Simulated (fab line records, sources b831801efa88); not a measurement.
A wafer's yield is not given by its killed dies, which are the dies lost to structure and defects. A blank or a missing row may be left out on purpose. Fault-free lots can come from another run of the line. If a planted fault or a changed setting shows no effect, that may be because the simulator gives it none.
fab line records | flow gf180mcu
[record] lots = 14 | wafers = 42 | last-day = 34
route steps=602 shown POLY_GATE@163 V1@357 V2@405 M3@415
lots with no fault: from the same line, run without faults
start-h: start of the lot's first displayed wafer, in hours after the record's first day | wait-h: hours elapsed since this lot's preceding step | " repeats the value in the row above | L1.1+2: a single row standing in for several wafers | - no value, or no start given | * or withheld: withheld | < > ~ a bound
route shown NAME@n: a module of which the file shows steps, and the number in the route of the first | usual: the fault-free wafers' mean and standard deviation | same: alike in all rows | chamber/n: place in a boat | sites: the reading at each site | _std_site: how widely they spread, as a standard deviation | _edge_site: outer sites' mean less inner sites' | radius-mm: for every site, how far away it sits from the centre of the wafer | mask NAME#n: copy n | behind: the tool/chamber that last shaped the wafer | hold: cause of the lot's hold/its duration in hours/its outcome | device: which transistor (n, p or np) failed to switch | end of line: the route-end tests of the same wafers | step lacking rows: just its recipe | killed: dies lost to structure and defects at the first sort, not the wafer's yield | map: shows each die of a wafer: x if killed, . if not, _ if none is there
set.NAME: the setting as run; set.NAME@STEP: as run at that earlier step | model.NAME: the simulator's own value behind a step, which no gauge read
steps of the route over a sample of lots; a table a step, a row a wafer
services: the hour from which a tool's chamber was out of use, counted from the record's first day as start-h (under 0 if before that day), plus the number of hours and why
[[steps]]
[step GF_POLY_GATE_SOFTBAKE_06]
[recipe] temp-c = 129.1 | time-s = 60 | resist = KrF
[usual] heater-power-total-W = 92.20/0.069 | run-length-s = 89.25/0.21
lot.wafer | tool           | chamber | start-h | wait-h | heater-power-total-W | run-length-s
L106.4    | litho-track-03 | 0       | 182     | -      | 92.19                | 89.52
L106.5    | "              | 0       | "       | "      | 92.14                | 89.31
L106.6    | "              | 0       | "       | "      | 92.13                | 89.35
L107.4    | litho-track-01 | 0       | 196     | -      | 92.16                | 89.35
L107.5    | "              | 0       | "       | "      | 92.10                | 89.24
L107.6    | "              | 0       | "       | "      | 92.10                | 89.48
L108.2    | litho-track-03 | 0       | 200     | -      | 92.24                | 89.36
L108.3    | "              | 0       | "       | "      | 92.26                | 89.34
L108.4    | "              | 0       | "       | "      | 92.21                | 89.36
L110.1    | litho-track-01 | 0       | 215     | -      | 92.18                | 89.32
L110.4    | "              | 0       | "       | "      | 92.17                | 89.24
L110.5    | "              | 0       | "       | "      | 92.16                | 89.24
L112.1    | litho-track-03 | 0       | 224     | -      | 92.19                | 89.36
L112.4    | "              | 0       | "       | "      | 92.20                | 89.33
L112.6    | "              | 0       | "       | "      | 92.09                | 89.28
L113.3    | litho-track-03 | 0       | 239     | -      | 92.32                | 89.50
L113.5    | "              | 0       | "       | "      | 92.26                | 89.38
L113.6    | "              | 0       | "       | "      | 92.24                | 89.31
L114.2    | litho-track-03 | 0       | 241     | -      | 92.13                | 89.44
L114.5    | "              | 0       | "       | "      | 92.29                | 89.40
L114.6    | "              | 0       | "       | "      | 92.28                | 89.40
L116.1    | litho-track-01 | 0       | 258     | -      | 92.14                | 89.49
L116.3    | "              | 0       | "       | "      | 92.24                | 89.24
L116.5    | "              | 0       | "       | "      | 92.07                | 89.22
L121.2    | litho-track-03 | 0       | 294     | -      | 94.66                | 84.82
L121.3    | "              | 0       | "       | "      | 94.60                | 84.81
L121.4    | "              | 0       | "       | "      | 94.63                | 84.88
L122.2    | litho-track-03 | 0       | 298     | -      | 94.68                | 84.87
L122.5    | "              | 0       | "       | "      | 94.58                | 85.09
L122.6    | "              | 0       | "       | "      | 94.67                | 84.99
L125.3    | litho-track-01 | 0       | 326     | -      | 92.14                | 89.36
L125.5    | "              | 0       | "       | "      | 92.19                | 89.32
L125.6    | "              | 0       | "       | "      | 92.19                | 89.24
L127.1    | litho-track-04 | 0       | 334     | -      | 92.23                | 89.22
L127.2    | "              | 0       | "       | "      | 92.30                | 88.83
L127.3    | "              | 0       | "       | "      | 92.25                | 88.84
L128.2    | litho-track-04 | 0       | 344     | -      | 92.11                | 88.92
L128.3    | "              | 0       | "       | "      | 92.28                | 89.17
L128.4    | "              | 0       | "       | "      | 92.25                | 88.88
L129.1    | litho-track-01 | 0       | 351     | -      | 92.26                | 89.26
L129.5    | "              | 0       | "       | "      | 92.29                | 89.46
L129.6    | "              | 0       | "       | "      | 92.14                | 89.41
[step GF_V1_SPUTTER_22]
[recipe] material = TiN | target-thk-nm = 10 | chamber-pressure-pa = 5 | power-w = 4000 | time-s = 40
[usual] throttle-valve-pct = 29.9/1.1
lot.wafer | tool           | chamber | start-h | wait-h | throttle-valve-pct
L106.4    | pvd-sputter-03 | -       | 405.04  | 0.0    | 31.4
L106.5    | "              | -       | "       | "      | 28.6
L106.6    | "              | -       | "       | "      | 30.2
L107.4    | pvd-sputter-03 | -       | 419.76  | 0.0    | 28.6
L107.5    | "              | -       | "       | "      | 31.8
L107.6    | "              | -       | "       | "      | 29.8
L108.2    | pvd-sputter-03 | -       | 430.55  | 0.0    | 29.8
L108.3    | "              | -       | "       | "      | 30.3
L108.4    | "              | -       | "       | "      | 31.8
L110.1    | pvd-sputter-03 | -       | 450.47  | 0.0    | 31.5
L110.4    | "              | -       | "       | "      | 30.4
L110.5    | "              | -       | "       | "      | 31.6
L112.1    | pvd-sputter-03 | -       | 460.56  | 0.0    | 30.4
L112.4    | "              | -       | "       | "      | 28.8
L112.6    | "              | -       | "       | "      | 30.4
L113.3    | pvd-sputter-02 | -       | 482.59  | 0.0    | 29.7
L113.5    | "              | -       | "       | "      | 30.0
L113.6    | "              | -       | "       | "      | 31.3
L114.2    | pvd-sputter-01 | -       | 484.15  | 0.0    | 29.7
L114.5    | "              | -       | "       | "      | 29.8
L114.6    | "              | -       | "       | "      | 28.2
L116.1    | pvd-sputter-03 | -       | 504.46  | 0.0    | 28.7
L116.3    | "              | -       | "       | "      | 29.7
L116.5    | "              | -       | "       | "      | 29.9
L121.2    | pvd-sputter-03 | -       | 549.06  | 0.0    | 28.6
L121.3    | "              | -       | "       | "      | 30.4
L121.4    | "              | -       | "       | "      | 31.5
L122.2    | pvd-sputter-01 | -       | 553.00  | 0.0    | 28.4
L122.5    | "              | -       | "       | "      | 29.7
L122.6    | "              | -       | "       | "      | 30.0
L125.3    | pvd-sputter-03 | -       | 575.46  | 0.0    | 28.6
L125.5    | "              | -       | "       | "      | 31.6
L125.6    | "              | -       | "       | "      | 28.8
L127.1    | pvd-sputter-02 | -       | 591.15  | 0.0    | 29.7
L127.2    | "              | -       | "       | "      | 31.3
L127.3    | "              | -       | "       | "      | 29.8
L128.2    | pvd-sputter-02 | -       | 600.31  | 0.0    | 29.7
L128.3    | "              | -       | "       | "      | 29.9
L128.4    | "              | -       | "       | "      | 29.5
L129.1    | pvd-sputter-03 | -       | 606.77  | 0.0    | 29.7
L129.5    | "              | -       | "       | "      | 31.8
L129.6    | "              | -       | "       | "      | 28.7
[step GF_V2_CVD_23]
[recipe] material = W | target-thk-nm = 350 | time-s = 104.94 | temp-c = 400 | pressure-torr = 40
[usual] heater-power-w = 907/40 | susceptor-temp-C = 399.99/0.23
lot.wafer | tool     | chamber | start-h | wait-h | heater-power-w | susceptor-temp-C
L106.4    | cvd-w-01 | 0       | 455.74  | 0.1    | 858            | 400.50
L106.5    | "        | 0       | "       | "      | 861            | 400.12
L106.6    | "        | 1       | "       | "      | 957            | 399.87
L107.4    | cvd-w-02 | 0       | 471.55  | 0.1    | 864            | 400.13
L107.5    | "        | 0       | "       | "      | 869            | 400.17
L107.6    | "        | 0       | "       | "      | 887            | 400.15
L108.2    | cvd-w-01 | 1       | 480.99  | 0.0    | 984            | 400.32
L108.3    | "        | 0       | "       | "      | 875            | 399.91
L108.4    | "        | 1       | "       | "      | 968            | 400.43
L110.1    | cvd-w-02 | 1       | 501.68  | 0.0    | 897            | 399.82
L110.4    | "        | 1       | "       | "      | 906            | 400.19
L110.5    | "        | 0       | "       | "      | 883            | 399.79
L112.1    | cvd-w-01 | 0       | 511.65  | 0.0    | 884            | 400.10
L112.4    | "        | 1       | "       | "      | 994            | 399.67
L112.6    | "        | 1       | "       | "      | 940            | 399.88
L113.3    | cvd-w-02 | 0       | 533.75  | 0.1    | 855            | 400.06
L113.5    | "        | 0       | "       | "      | 854            | 400.11
L113.6    | "        | 1       | "       | "      | 887            | 399.86
L114.2    | cvd-w-01 | 0       | 534.63  | 0.0    | 888            | 400.23
L114.5    | "        | 0       | "       | "      | 886            | 400.07
L114.6    | "        | 1       | "       | "      | 941            | 399.84
L116.1    | cvd-w-01 | 0       | 556.09  | 0.0    | 878            | 399.98
L116.3    | "        | 0       | "       | "      | 896            | 399.79
L116.5    | "        | 0       | "       | "      | 891            | 399.98
L121.2    | cvd-w-01 | 0       | 595.63  | 0.0    | 877            | 400.00
L121.3    | "        | 0       | "       | "      | 887            | 399.92
L121.4    | "        | 1       | "       | "      | 970            | 399.83
L122.2    | cvd-w-01 | 0       | 599.66  | 0.0    | 855            | 399.99
L122.5    | "        | 1       | "       | "      | 979            | 400.27
L122.6    | "        | 0       | "       | "      | 895            | 399.73
L125.3    | cvd-w-01 | 1       | 620.50  | 0.1    | 963            | 400.15
L125.5    | "        | 0       | "       | "      | 896            | 399.86
L125.6    | "        | 1       | "       | "      | 963            | 400.20
L127.1    | cvd-w-01 | 1       | 635.49  | 0.0    | 979            | 399.99
L127.2    | "        | 0       | "       | "      | 892            | 399.99
L127.3    | "        | 0       | "       | "      | 906            | 400.33
L128.2    | cvd-w-02 | 0       | 643.89  | 0.0    | 881            | 400.05
L128.3    | "        | 0       | "       | "      | 868            | 400.11
L128.4    | "        | 1       | "       | "      | 888            | 400.11
L129.1    | cvd-w-02 | 0       | 650.06  | 0.0    | 891            | 400.22
L129.5    | "        | 1       | "       | "      | 904            | 399.53
L129.6    | "        | 0       | "       | "      | 880            | 399.81
[step GF_M3_THK_MEAS_06]
[recipe] thk-meas-gauge = xrf | reads = AlCu_of_M3_SPUTTER_02
[usual] M3_ALCU_THK = 462/5
lot.wafer | tool          | chamber | start-h | wait-h | M3_ALCU_THK[nm]
L106.4    | film-metro-03 | -       | 456.67  | 0.1    | 468
L106.5    | "             | -       | "       | "      | 463
L106.6    | "             | -       | "       | "      | 465
L107.4    | film-metro-03 | -       | 472.51  | 0.1    | 466
L107.5    | "             | -       | "       | "      | 466
L107.6    | "             | -       | "       | "      | 459
L108.2    | film-metro-04 | -       | 481.94  | 0.1    | 466
L108.3    | "             | -       | "       | "      | 463
L108.4    | "             | -       | "       | "      | 463
L110.1    | film-metro-01 | -       | 502.62  | 0.1    | 455
L110.4    | "             | -       | "       | "      | 453
L110.5    | "             | -       | "       | "      | 450
L112.1    | film-metro-04 | -       | 512.58  | 0.1    | 462
L112.4    | "             | -       | "       | "      | 467
L112.6    | "             | -       | "       | "      | 458
L113.3    | film-metro-04 | -       | 534.67  | 0.1    | 479
L113.5    | "             | -       | "       | "      | 477
L113.6    | "             | -       | "       | "      | 470
L114.2    | film-metro-04 | -       | 535.58  | 0.1    | 461
L114.5    | "             | -       | "       | "      | 459
L114.6    | "             | -       | "       | "      | 466
L116.1    | film-metro-04 | -       | 557.03  | 0.1    | 464
L116.3    | "             | -       | "       | "      | 457
L116.5    | "             | -       | "       | "      | 458
L121.2    | film-metro-01 | -       | 596.58  | 0.1    | 450
L121.3    | "             | -       | "       | "      | 459
L121.4    | "             | -       | "       | "      | 459
L122.2    | film-metro-01 | -       | 600.60  | 0.1    | 458
L122.5    | "             | -       | "       | "      | 453
L122.6    | "             | -       | "       | "      | 460
L125.3    | film-metro-03 | -       | 621.41  | 0.1    | 461
L125.5    | "             | -       | "       | "      | 466
L125.6    | "             | -       | "       | "      | 462
L127.1    | film-metro-01 | -       | 636.42  | 0.1    | 463
L127.2    | "             | -       | "       | "      | 464
L127.3    | "             | -       | "       | "      | 469
L128.2    | film-metro-04 | -       | 644.84  | 0.1    | 465
L128.3    | "             | -       | "       | "      | 457
L128.4    | "             | -       | "       | "      | 469
L129.1    | film-metro-03 | -       | 650.99  | 0.1    | 468
L129.5    | "             | -       | "       | "      | 461
L129.6    | "             | -       | "       | "      | 460
[[services]]
tool           | chamber | start-h | hours | kind
cvd-w-02       | 0       | 166.10  | 2.3   | repair
pvd-sputter-02 | -       | 212.57  | 2.2   | repair
pvd-sputter-02 | -       | 233.63  | 1.5   | repair
litho-track-04 | -       | 245.76  | -     | consumable-replace:filter
cvd-w-02       | -       | 275.19  | 0.3   | repair
cvd-w-02       | 1       | 291.22  | 2.7   | repair
cvd-w-02       | -       | 305.66  | 1.6   | repair
pvd-sputter-01 | -       | 310.48  | 1.2   | repair
cvd-w-01       | -       | 390.00  | 14.0  | pm
cvd-w-01       | 0       | 390.00  | 14.0  | vent-cycle
cvd-w-01       | 1       | 390.00  | 14.0  | vent-cycle
pvd-sputter-02 | -       | 400.02  | 2.0   | repair
cvd-w-01       | 0       | 404.00  | -     | clean
cvd-w-01       | 1       | 404.00  | -     | clean
cvd-w-02       | 1       | 469.88  | 3.6   | repair
pvd-sputter-01 | -       | 486.16  | 3.1   | repair
cvd-w-01       | -       | 520.15  | 6.9   | pm
pvd-sputter-03 | -       | 528.77  | 2.3   | repair
pvd-sputter-02 | -       | 623.42  | 0.7   | repair
cvd-w-02       | -       | 631.55  | 2.8   | pm
litho-track-01 | -       | 650.01  | -     | consumable-replace:filter
[[key]]
[first-sign] step = GF_POLY_GATE_SOFTBAKE_06 | reading = heater-power-total-W | direction = up | sigmas = 35 | usual = 92.20 | struck = 94.64
[effect] step = GF_POLY_GATE_SOFTBAKE_06 | reading = run-length-s | direction = down | sigmas = 21 | usual = * | struck = *
met-at GF_POLY_GATE_SOFTBAKE_06
struck-lots L121,L122
tester-left-out L121,L122
not-acting-at GF_V1_SPUTTER_22,GF_V2_CVD_23,GF_M3_THK_MEAS_06
onset-between 241 294
[fault] kind = process-parameter-drift | tool = litho-track-03 | chamber = - | onset-h = 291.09 | steps = GF_POLY_GATE_SOFTBAKE_06 | channel = time-s | offset = * | shape = step | end-h = 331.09 | acts-in = * | stated = *
// tester-left-out: of these lots the tester's yield and bins aren't shown, on N5 and GAA mostly nor the transistor test; their killed dies are dies lost to structure and defects alone, not to doping, threshold or leakage, so they don't give the yield
